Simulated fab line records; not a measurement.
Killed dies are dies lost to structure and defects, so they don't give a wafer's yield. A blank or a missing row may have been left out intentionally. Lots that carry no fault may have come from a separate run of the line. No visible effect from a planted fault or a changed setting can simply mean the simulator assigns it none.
fab line records	flow sky130
record: lots: 13	wafers: 37	last_day: 50
route steps=708 shown METAL4@632 VIA4@642 METAL5@675 PAD_OPEN@708
lots that met no fault: from a run of the same line without faults
start_h: hours from the record's opening day to when the first of the lot's shown wafers began	wait_h: time in hours since the lot's previous step	" identical to the entry in the row above	L1.1+2: a row that stands for several wafers	- no value present, or no start provided	* or withheld: withheld	< > ~ a bound
route shown NAME@n: names a module that has steps shown in the file, with the first one's number in the route	usual: the fault-free wafers' mean and standard deviation	same: alike in all rows	chamber/n: place in a boat	sites: per-site readings	_std_site: the standard deviation of these	_edge_site: the outer-site mean with the inner-site mean subtracted	radius_mm: how far each site lies from the wafer's centre	mask NAME#n: copy n	behind: the last tool/chamber to shape the wafer	hold: reason for holding the lot/hours on hold/outcome of the hold	device: which transistor (n, p or np) failed to switch	end of line: tests run on the same wafers once the route is complete	step lacking rows: just its recipe	killed: the dies lost at the first sort to structure and to defects; this is not the yield of the wafer	map: a wafer's dies, marking killed ones x, the rest . and places with no die _
set.NAME: the setting as run; set.NAME@STEP: as run at that earlier step	model.NAME: the simulator's own value behind a step, which no gauge read
one table for each step of the route and one row for each wafer, over a sample of lots
services: from which hour (start_h, from the record's first day; less than 0 if before it) a tool's chamber was out of use, for how many hours, and why
== steps ==
step: SKY_METAL4_ETCH_16
recipe: chemistry: N2/H2	target: BARC	ion_energy_ev: 200	bias_w: 100	pressure_mtorr: 30	n2_flow_sccm: 100	h2_flow_sccm: 200	icp_w: 500	stop_on: SiO2	time_s: 88.2	target_depth_a: 600
usual: drypump_motor_current_A: 5.7/0.45	oes_product_au: 0.626/0.0049	throttle_valve_pct: 13.206/0.009
same: time_s: 88.2
lot.wafer	tool	chamber	start_h	wait_h	drypump_motor_current_A	oes_product_au	rf_hours_counter_h	throttle_valve_pct
L635.1	rie_metal-01	0	977.97	0.1	6.3	0.631	14	13.207
L635.5	"	0	"	"	6.2	0.628	-	13.212
L635.6	"	0	"	"	6.3	0.621	-	13.203
L636.1	rie_metal-04	0	982.08	0.0	5.9	0.632	6	13.215
L636.2	"	1	"	"	5.8	0.632	14	13.202
L636.4	"	1	"	"	5.8	0.624	-	13.212
L637.2	rie_metal-04	1	992.18	0.0	5.8	0.633	14	13.196
L637.4	"	0	"	"	5.9	0.619	-	13.223
L637.6	"	0	"	"	5.9	0.625	-	13.203
L639.2	rie_metal-04	0	1008.33	0.0	5.9	0.618	8	13.215
L639.3	"	0	"	"	5.9	0.624	-	13.217
L639.6	"	1	"	"	5.8	0.628	-	13.219
L640.1	rie_metal-02	1	1021.60	0.0	5.6	0.622	9	13.213
L640.2	"	0	"	"	5.4	0.621	17	13.210
L640.6	"	0	"	"	5.4	0.622	-	13.202
L641.1	rie_metal-02	1	1022.63	0.0	5.7	0.622	9	13.208
L641.2	"	0	"	"	5.4	0.614	17	13.210
L641.5	"	1	"	"	5.6	0.615	-	13.223
L642.1	rie_metal-01	1	1033.43	0.0	4.7	0.622	8	13.217
L642.2	"	0	"	"	6.2	0.625	16	13.208
L642.5	"	1	"	"	4.7	0.628	-	13.214
L643.1	rie_metal-02	0	1037.63	0.0	5.4	0.632	18	13.203
L643.2	"	1	"	"	5.7	0.634	10	13.209
L643.6	"	1	"	"	5.7	0.632	-	13.211
L652.1	rie_metal-01	1	1093.38	0.0	4.7	0.626	12	13.208
L652.5	"	1	"	"	4.7	0.627	-	13.202
L652.6	"	0	"	"	6.3	0.622	-	13.187
L653.4	rie_metal-02	0	1094.07	0.0	5.4	0.630	-	13.217
L654.1	rie_metal-01	1	1103.24	0.0	4.7	0.624	13	13.203
L654.3	"	1	"	"	4.7	0.621	-	13.217
L654.6	"	0	"	"	6.2	0.624	-	13.208
L655.1	rie_metal-04	0	1105.43	0.0	5.9	0.618	14	13.207
L655.3	"	0	"	"	5.9	0.623	-	13.211
L655.6	"	0	"	"	6.0	0.619	-	13.223
L656.1	rie_metal-04	0	1113.03	0.0	5.9	0.627	15	13.197
L656.4	"	1	"	"	5.8	0.630	-	13.200
L656.5	"	0	"	"	5.9	0.623	-	13.217
step: SKY_VIA4_BOW_MEAS_03
recipe: mode: bow
usual: VIA4_BOW: 80/8.5
lot.wafer	tool	chamber	start_h	wait_h	VIA4_BOW[um]
L635.1	film_metro-04	-	979.97	0.1	80
L635.5	"	-	"	"	73
L635.6	"	-	"	"	76
L636.1	film_metro-03	-	983.82	0.2	71
L636.2	"	-	"	"	75
L636.4	"	-	"	"	61
L637.2	film_metro-04	-	993.83	0.2	78
L637.4	"	-	"	"	63
L637.6	"	-	"	"	79
L639.2	film_metro-02	-	1009.82	0.2	82
L639.3	"	-	"	"	85
L639.6	"	-	"	"	75
L640.1	film_metro-02	-	1023.06	0.2	94
L640.2	"	-	"	"	95
L640.6	"	-	"	"	91
L641.1	film_metro-02	-	1024.06	0.1	81
L641.2	"	-	"	"	72
L641.5	"	-	"	"	78
L642.1	film_metro-03	-	1034.86	0.1	75
L642.2	"	-	"	"	72
L642.5	"	-	"	"	72
L643.1	film_metro-03	-	1039.05	0.1	77
L643.2	"	-	"	"	81
L643.6	"	-	"	"	64
L652.1	film_metro-03	-	1094.84	0.1	82
L652.5	"	-	"	"	86
L652.6	"	-	"	"	86
L653.4	film_metro-02	-	1095.62	0.3	91
L654.1	film_metro-02	-	1104.72	0.1	72
L654.3	"	-	"	"	81
L654.6	"	-	"	"	84
L655.1	film_metro-02	-	1107.23	0.1	78
L655.3	"	-	"	"	79
L655.6	"	-	"	"	83
L656.1	film_metro-04	-	1114.49	0.2	87
L656.4	"	-	"	"	90
L656.5	"	-	"	"	70
step: SKY_METAL5_DESCUM_14
recipe: chemistry: O2	source_power_w: 150	bias_power_w: 0	pressure_mtorr: 10	temp_c: 40	time_s: 11
usual: drypump_motor_current_A: 5.6/0.41	oes_product_au: 0.999/0.0064	temp_c: 40.03/0.094
same: time_s: 11
lot.wafer	tool	chamber	start_h	wait_h	drypump_motor_current_A	oes_product_au	rf_hours_counter_h	temp_c
L635.1	rie_metal-04	1	1026.99	0.1	5.8	1.010	16	39.86
L635.5	"	0	"	"	5.9	1.002	-	40.10
L635.6	"	1	"	"	5.8	1.007	-	40.06
L636.1	rie_metal-03	0	1030.97	0.1	5.9	0.998	15	40.06
L636.2	"	1	"	"	4.8	1.005	7	39.93
L636.4	"	0	"	"	5.9	0.998	-	40.08
L637.2	rie_metal-04	0	1039.92	0.1	5.9	0.999	10	39.97
L637.4	"	1	"	"	5.8	0.992	-	40.07
L637.6	"	1	"	"	5.8	0.991	-	39.88
L639.2	rie_metal-03	1	1055.94	0.1	4.8	1.000	-	39.96
L639.3	"	1	"	"	4.8	1.003	-	40.13
L639.6	"	1	"	"	4.8	0.996	-	40.17
L640.1	rie_metal-03	1	1067.67	0.1	4.8	1.000	10	40.08
L640.2	"	1	"	"	4.8	0.994	-	40.09
L640.6	"	1	"	"	4.8	1.001	-	40.06
L641.1	rie_metal-02	1	1068.64	0.1	5.6	1.005	12	39.94
L641.2	"	0	"	"	5.4	1.000	20	39.90
L641.5	"	1	"	"	5.6	1.001	-	39.96
L642.1	rie_metal-03	1	1079.22	0.1	4.8	1.005	11	40.11
L642.2	"	1	"	"	4.8	1.004	-	40.02
L642.5	"	1	"	"	4.8	0.987	-	39.94
L643.1	rie_metal-04	0	1083.19	0.1	5.9	0.991	12	39.99
L643.2	"	1	"	"	5.8	0.995	20	40.10
L643.6	"	1	"	"	5.8	1.003	-	40.10
L652.1	rie_metal-04	1	1135.29	0.1	5.8	0.995	25	40.07
L652.5	"	1	"	"	5.8	0.997	-	40.14
L652.6	"	0	"	"	5.9	0.996	-	40.20
L653.4	rie_metal-04	1	1135.79	0.1	5.8	0.996	-	40.06
L654.1	rie_metal-03	0	1144.30	0.1	5.9	0.994	20	40.04
L654.3	"	1	"	"	4.8	0.991	-	39.93
L654.6	"	1	"	"	4.8	0.997	-	39.99
L655.1	rie_metal-02	1	1147.40	0.1	5.7	0.995	19	40.12
L655.3	"	1	"	"	5.7	1.004	-	40.10
L655.6	"	0	"	"	5.4	1.005	-	39.96
L656.1	rie_metal-02	1	1154.64	0.1	5.6	1.006	19	39.94
L656.4	"	1	"	"	5.6	1.014	-	40.01
L656.5	"	0	"	"	5.4	0.997	-	40.06
step: SKY_METAL5_METAL_ETCH_15
recipe: target_depth_a: 12600	stop_on: SiO2	over_etch_frac: 0.2	time_s: 252	chemistry: Cl2/BCl3	resist_sidewall_deg: 86	pressure_mtorr: 10	icp_w: 900	bias_w: 48.5	Cl2_flow_sccm: 60	bcl3_flow_sccm: 30
usual: drypump_motor_current_A: 5.6/0.4	oes_product_au: 0.894/0.0052	throttle_valve_pct: 22.265/0.0084
same: time_s: 252
lot.wafer	tool	chamber	start_h	wait_h	drypump_motor_current_A	oes_product_au	rf_hours_counter_h	throttle_valve_pct
L635.1	rie_metal-04	1	1027.03	0.0	5.8	0.889	16	22.261
L635.5	"	0	"	"	5.9	0.900	-	22.265
L635.6	"	1	"	"	5.8	0.894	-	22.245
L636.1	rie_metal-03	0	1031.01	0.0	5.9	0.895	15	22.274
L636.2	"	1	"	"	4.8	0.886	7	22.252
L636.4	"	0	"	"	5.9	0.899	-	22.258
L637.2	rie_metal-04	0	1039.96	0.0	5.9	0.895	10	22.276
L637.4	"	1	"	"	5.8	0.888	-	22.269
L637.6	"	1	"	"	5.8	0.904	-	22.262
L639.2	rie_metal-03	1	1056.07	0.1	4.8	0.890	-	22.256
L639.3	"	1	"	"	4.8	0.896	-	22.254
L639.6	"	1	"	"	4.8	0.898	-	22.260
L640.1	rie_metal-03	1	1067.74	0.1	4.8	0.890	10	22.258
L640.2	"	1	"	"	4.8	0.893	-	22.259
L640.6	"	1	"	"	4.8	0.891	-	22.261
L641.1	rie_metal-02	1	1068.68	0.0	5.7	0.886	12	22.254
L641.2	"	0	"	"	5.4	0.894	20	22.260
L641.5	"	1	"	"	5.7	0.901	-	22.260
L642.1	rie_metal-03	1	1079.29	0.1	4.8	0.901	11	22.253
L642.2	"	1	"	"	4.8	0.896	-	22.277
L642.5	"	1	"	"	4.8	0.899	-	22.284
L643.1	rie_metal-04	0	1083.23	0.0	6.0	0.895	12	22.265
L643.2	"	1	"	"	5.7	0.889	20	22.273
L643.6	"	1	"	"	5.8	0.889	-	22.250
L652.1	rie_metal-04	1	1135.33	0.0	5.8	0.894	25	22.254
L652.5	"	1	"	"	5.8	0.886	-	22.272
L652.6	"	0	"	"	5.9	0.897	-	22.262
L653.4	rie_metal-04	1	1135.89	0.1	5.8	0.886	-	22.265
L654.1	rie_metal-03	0	1144.33	0.0	5.9	0.885	20	22.252
L654.3	"	1	"	"	4.8	0.893	-	22.257
L654.6	"	1	"	"	4.8	0.898	-	22.250
L655.1	rie_metal-02	1	1147.43	0.0	5.7	0.883	19	22.262
L655.3	"	1	"	"	5.6	0.893	-	22.268
L655.6	"	0	"	"	5.4	0.897	-	22.271
L656.1	rie_metal-02	1	1154.68	0.0	5.7	0.894	19	22.258
L656.4	"	1	"	"	5.7	0.892	-	22.261
L656.5	"	0	"	"	5.4	0.901	-	22.276
step: SKY_PAD_OPEN_PROBE_99
usual: killed_at_M0_to_M3: 43/6.5	killed_at_M4_up: 3.2/1.8	killed_at_contacts: 24/5.2	killed_at_front_end: 15/4	killed_at_other: 0.4/0.69	killed_dies: 86/8.7	killed_open: 47/7	killed_short: 39/5.7
same: gross_dies: 492	killed_at_back_side: 0
lot.wafer	tool	chamber	start_h	wait_h	killed_at_M0_to_M3	killed_at_M4_up	killed_at_contacts	killed_at_front_end	killed_at_other	killed_dies	killed_open	killed_short
L652.1	prober-01	-	1173.96	0.1	40	15	17	19	0	91	38	42
L652.5	prober-01	-	1174.16	0.2	40	15	33	14	0	102	51	36
L652.6	prober-01	-	1174.21	0.2	44	1	31	15	0	91	49	42
L653.4	prober-02	-	1174.72	0.2	44	16	19	20	0	99	57	27
killed by level:class
L652.1 VIA1:geometric_particle:open=11 METAL5:unspecified=11 CONTACT:geometric_particle:open=7 METAL3:geometric_particle:short=6 FIELD_ISO:geometric_particle:short=5 POLY_GATE:geometric_particle:short=5 METAL2:geometric_particle:short=5 POLY_GATE:geometric_particle:open=4
L652.5 METAL5:unspecified=14 LI_CONTACT:geometric_particle:open=11 VIA1:geometric_particle:open=10 CONTACT:geometric_particle:open=9 VIA1:geometric_particle:short=6 FIELD_ISO:geometric_particle:short=5 VIA2:geometric_particle:open=5 POLY_GATE:geometric_particle:short=4
L652.6 CONTACT:geometric_particle:open=12 LI_CONTACT:geometric_particle:open=7 VIA1:geometric_particle:open=7 VIA3:geometric_particle:open=7 VIA2:geometric_particle:open=7 POLY_GATE:geometric_particle:short=6 LOCAL_INTERCONNECT:geometric_particle:short=6 FIELD_ISO:geometric_particle:open=5
L653.4 VIA1:geometric_particle:open=16 METAL5:unspecified=15 LI_CONTACT:geometric_particle:open=10 VIA3:geometric_particle:open=8 VIA2:geometric_particle:open=7 POLY_GATE:geometric_particle:short=5 FIELD_ISO:geometric_particle:short=4 FIELD_ISO:geometric_particle:open=4
== services ==
tool	chamber	start_h	hours	kind
rie_metal-02	-	958.00	2.8	pm
rie_metal-01	1	961.11	19.3	repair
rie_metal-01	0	981.77	23.3	repair
rie_metal-01	-	1050.23	2.8	pm
rie_metal-04	1	1138.82	21.9	repair
rie_metal-01	-	1154.17	0.6	repair
== key ==
first_sign: step: SKY_PAD_OPEN_PROBE_99	reading: killed_at_M4_up	direction: up	sigmas: 6.8	usual: 3.2	struck: 15.3
effect none on later readings
met_at SKY_METAL5_METAL_ETCH_15
struck_lots L652,L653
struck_wafers L652.1,L652.5,L653.4
tester_left_out L653
not_acting_at SKY_METAL4_ETCH_16,SKY_VIA4_BOW_MEAS_03,SKY_METAL5_DESCUM_14
onset_between 1083.23 1135.33
earlier_fault: kind: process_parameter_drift	tool: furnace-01	chamber: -	onset_h: 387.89	steps: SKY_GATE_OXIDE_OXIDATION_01	channel: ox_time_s	offset: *	shape: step	end_h: 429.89	acts_in: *	stated: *
fault: kind: chamber_particle_source	tool: rie_metal-04	chamber: 1	onset_h: 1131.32	steps: SKY_METAL5_METAL_ETCH_15	rate_per_visit_cm2: 0.4611	end_h: 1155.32
tester_left_out: of these lots the tester's yield and bins aren't shown, on N5 and GAA mostly nor the transistor test; their killed dies are dies lost to structure and defects alone, not to doping, threshold or leakage, so they don't give the yield
